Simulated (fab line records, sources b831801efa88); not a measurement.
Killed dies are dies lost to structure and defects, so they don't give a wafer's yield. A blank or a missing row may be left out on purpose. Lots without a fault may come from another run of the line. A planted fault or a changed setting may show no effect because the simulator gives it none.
Chamber matching | flow sky130 | SKY_VIA1_ETCH_14 on rie_diel-02: 4 sister chambers
The step etches BARC in N2/H2, stops on SiO2, time 45.9 s, target depth 60 nm. 4 wafers are shown with their chamber, then 8 later ones without.

WAFERS WITH THEIR CHAMBER
wafer  | chamber | run_length_s (s)
L818.5 | 0       | 75.4
L819.1 | 1       | 73.6
L819.4 | 3       | 73.9
L820.1 | 2       | 74.3

WAFERS WITHOUT THEIR CHAMBER
wafer  | run_length_s (s)
L820.3 | 75.5
L820.6 | 73.7
L821.2 | 73.6
L821.4 | 73.9
L821.5 | 74.2
L823.1 | 73.8
L823.3 | 74.6
L823.6 | 74.4

WHICH CHAMBER EACH WENT THROUGH
wafer  | from the rows above     | in truth
L820.3 | 0                       | 0
L820.6 | can't be placed: 1 or 3 | 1
L821.2 | 1                       | 1
L821.4 | 3                       | 3
L821.5 | can't be placed: 2 or 3 | 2
L823.1 | can't be placed: 3 or 1 | 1
L823.3 | 2                       | 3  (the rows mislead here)
L823.6 | 2                       | 2
Placed correctly: 4 of 8. Can't be placed from these rows: 3 (the true chamber is among the candidates in 3). Placed wrongly: 1.
How it was worked out, from the rows above alone: a wafer's distance from a chamber is the root of the sum, over the readings, of the square of ((its reading less the chamber's mean) divided by the reading's scatter). The wafer belongs to the nearest chamber; if the next one is less than 2 further off, it can't be placed. A chamber's mean is the mean of its shown wafers. The scatter: with one shown wafer a chamber, the root of the mean of the squares of how far each hidden wafer lies from its nearest shown one.
